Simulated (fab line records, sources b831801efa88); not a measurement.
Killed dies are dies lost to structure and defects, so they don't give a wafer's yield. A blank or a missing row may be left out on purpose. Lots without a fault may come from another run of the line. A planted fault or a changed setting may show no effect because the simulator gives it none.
Which tool did it? | flow gf180mcu | 12 lots, 36 wafers sampled, at 6 steps of a route of 602

WHAT THE GAUGES READ, wafer by wafer
GF_PSD_CD_MEAS_07: target cd 400 nm.
lot  | measured     | on        | cd_nm (nm)
L456 | day 15 00:56 | cd_sem-02 | 403.5 402.2 399.5
L457 | day 15 08:31 | cd_sem-02 | 398.4 396.4 398.4
L458 | day 15 15:38 | cd_sem-02 | 400.7 398.1 398.0
L460 | day 16 14:05 | cd_sem-02 | 400.4 400.1 399.1
L461 | day 17 04:02 | cd_sem-02 | 398.6 396.4 396.8
L468 | day 19 11:37 | cd_sem-02 | 402.0 400.7 400.6
L470 | day 19 20:29 | cd_sem-02 | 398.5 397.1 398.4
L471 | day 20 09:49 | cd_sem-02 | 399.1 397.3 400.1
L472 | day 20 11:44 | cd_sem-02 | 397.3 395.3 397.2
L473 | day 21 00:28 | cd_sem-01 | 400.4 401.7 398.6
L476 | day 22 03:02 | cd_sem-01 | 395.8 397.9 397.9
L477 | day 22 10:23 | cd_sem-02 | 405.2 404.3 404.3

GF_PSD_RS_MEAS_14: measures by four-point-probe.
lot  | measured     | on            | NSD_RS (ohm/sq)
L456 | day 15 01:32 | film_metro-02 | 43.77 43.72 43.70 43.79 43.77 43.70
L457 | day 15 09:07 | film_metro-02 | 43.64 43.61 43.64 43.62 43.66 43.70
L458 | day 15 16:14 | film_metro-02 | 46.08 46.13 46.16
L460 | day 16 14:41 | film_metro-02 | 43.66 43.66 43.68 43.72 43.71 43.67
L461 | day 17 04:38 | film_metro-03 | 46.15 46.21 46.12
L468 | day 19 12:13 | film_metro-04 | 46.21 46.23 46.17
L470 | day 19 21:05 | film_metro-03 | 46.09 46.15 46.01
L471 | day 20 10:25 | film_metro-03 | 46.13 46.15 46.23
L472 | day 20 12:25 | film_metro-04 | 46.20 46.21 46.23
L473 | day 21 01:04 | film_metro-02 | 46.31 46.34 46.38
L476 | day 22 03:38 | film_metro-04 | 46.18 46.18 46.18
L477 | day 22 10:59 | film_metro-04 | 46.23 46.34 46.31

GF_PSD_RS_MEAS_15: measures by four-point-probe.
lot  | measured     | on            | PSD_RS (ohm/sq)
L456 | day 15 02:40 | film_metro-02 | 101.1 101.2 100.9 101.2 101.3 101.3
L457 | day 15 10:18 | film_metro-02 | 101.0 101.0 101.3 101.2 100.7 101.1
L458 | day 15 16:21 | film_metro-02 | 108.5 108.4 108.6
L460 | day 16 19:17 | film_metro-02 | 101.2 101.0 101.4 100.8 101.1 101.2
L461 | day 17 04:45 | film_metro-03 | 108.7 108.9 108.9
L468 | day 19 12:20 | film_metro-04 | 108.8 108.6 108.2
L470 | day 19 21:13 | film_metro-03 | 108.4 108.4 108.3
L471 | day 20 10:32 | film_metro-03 | 108.6 108.7 108.1
L472 | day 20 12:32 | film_metro-04 | 108.5 108.9 108.9
L473 | day 21 01:11 | film_metro-02 | 109.0 109.0 108.9
L476 | day 22 03:45 | film_metro-04 | 108.6 108.6 108.5
L477 | day 22 11:07 | film_metro-04 | 109.2 109.1 108.9

GF_CONTACT_THK_MEAS_03.
lot  | measured     | on            | CONTACT_CVD_02_THK (nm)
L456 | day 16 00:17 | film_metro-01 | 837 842 847
L457 | day 16 08:19 | film_metro-03 | 847 846 855
L458 | day 16 14:32 | film_metro-03 | 832 855 856
L460 | day 17 15:50 | film_metro-01 | 846 833 833
L461 | day 18 04:20 | film_metro-03 | 870 858 884
L468 | day 20 13:20 | film_metro-04 | 838 868 860
L470 | day 20 22:47 | film_metro-04 | 853 867 868
L471 | day 21 12:09 | film_metro-04 | 854 853 864
L472 | day 21 14:18 | film_metro-03 | 844 862 852
L473 | day 22 02:10 | film_metro-04 | 854 889 866
L476 | day 23 03:38 | film_metro-04 | 840 851 843
L477 | day 23 11:19 | film_metro-03 | 825 844 863

WHICH TOOL RAN EACH LOT (tool, then ch and the chambers of the sampled wafers, then the start)
lot  | GF_PSD_RTA_13                    | GF_SALICIDE_SPUTTER_03
L456 | rtp_anneal-02 ch 0, day 15 01:28 | pvd_sputter-03, day 15 23:31
L457 | rtp_anneal-02 ch 0, day 15 09:02 | pvd_sputter-01, day 16 07:38
L458 | rtp_anneal-01 ch 0, day 15 16:08 | pvd_sputter-02, day 16 13:51
L460 | rtp_anneal-02 ch 0, day 16 14:37 | pvd_sputter-02, day 17 15:09
L461 | rtp_anneal-01 ch 0, day 17 04:32 | pvd_sputter-03, day 18 03:39
L468 | rtp_anneal-02 ch 0, day 19 12:08 | pvd_sputter-03, day 20 12:33
L470 | rtp_anneal-02 ch 0, day 19 21:00 | pvd_sputter-03, day 20 22:05
L471 | rtp_anneal-01 ch 0, day 20 10:20 | pvd_sputter-01, day 21 11:27
L472 | rtp_anneal-02 ch 0, day 20 12:16 | pvd_sputter-02, day 21 13:35
L473 | rtp_anneal-02 ch 0, day 21 00:59 | pvd_sputter-03, day 22 01:24
L476 | rtp_anneal-02 ch 0, day 22 03:32 | pvd_sputter-03, day 23 02:56
L477 | rtp_anneal-02 ch 0, day 22 10:55 | pvd_sputter-02, day 23 10:38
- GF_PSD_RTA_13: time 20 s.
- GF_SALICIDE_SPUTTER_03: material TiN, target thk 20 nm, time 16.7 s.

WHAT THE TOOLS THEMSELVES READ (means of the sampled wafers that have a number; where no wafer has one, the mark that the record gives instead)
GF_PSD_RTA_13.
lot  | tool          | lamp_power_pct (%) | wafer_temp_C_max
L456 | rtp_anneal-02 | 32.1               | 1029.5
L457 | rtp_anneal-02 | 32.2               | 1029.4
L458 | rtp_anneal-01 | 28.5               | 1030.0
L460 | rtp_anneal-02 | 32.2               | 1029.5
L461 | rtp_anneal-01 | 28.5               | 1029.9
L468 | rtp_anneal-02 | 30.7               | 1028.8
L470 | rtp_anneal-02 | 30.7               | 1030.5
L471 | rtp_anneal-01 | 28.5               | 1030.6
L472 | rtp_anneal-02 | 30.7               | 1030.1
L473 | rtp_anneal-02 | 30.7               | 1030.3
L476 | rtp_anneal-02 | 30.7               | 1029.7
L477 | rtp_anneal-02 | 30.7               | 1030.5

GF_SALICIDE_SPUTTER_03.
lot  | tool           | throttle_valve_pct (%)
L456 | pvd_sputter-03 | 30.1
L457 | pvd_sputter-01 | 29.9
L458 | pvd_sputter-02 | 29.6
L460 | pvd_sputter-02 | 29.5
L461 | pvd_sputter-03 | 29.9
L468 | pvd_sputter-03 | 30.6
L470 | pvd_sputter-03 | 29.9
L471 | pvd_sputter-01 | 30.3
L472 | pvd_sputter-02 | 30.1
L473 | pvd_sputter-03 | 30.4
L476 | pvd_sputter-03 | 29.9
L477 | pvd_sputter-02 | 30.4

THE ANSWER, worked out from the rows above alone
Rule: what is usual is taken from the lots themselves. Put in order of their means at a reading, lots are off if they are a third of the lots or fewer, leave a main group of 4 or more, and stand apart from it by a gap of 3 or more times the standard deviation of the main group's means; of several such gaps the widest counts. A main group whose means are all the same, to the digits that the tables above print for the reading, isn't used. A lot without any number at a reading at which 4 lots or more have one is off too. The other lots that the step has rows for count as sound. The gauges are gone through in route order, then the tools' own readings, and for those a lot's mean is taken as printed above. The first step at which some lot is off is used, and at that step the reading that is off furthest; a lot without a number counts as furthest.
Off: L456, L457, L460, at GF_PSD_RS_MEAS_14 (NSD_RS). The main group: mean 46.20 ohm/sq, standard deviation 0.076.
A tool fits if, at a process step before that reading, it ran every lot that is off, and no sound lot after the first of them. The gauges at GF_PSD_RS_MEAS_14 are tried like those tools. None of those tried fits.

WHAT THE SIMULATOR HAD PUT IN
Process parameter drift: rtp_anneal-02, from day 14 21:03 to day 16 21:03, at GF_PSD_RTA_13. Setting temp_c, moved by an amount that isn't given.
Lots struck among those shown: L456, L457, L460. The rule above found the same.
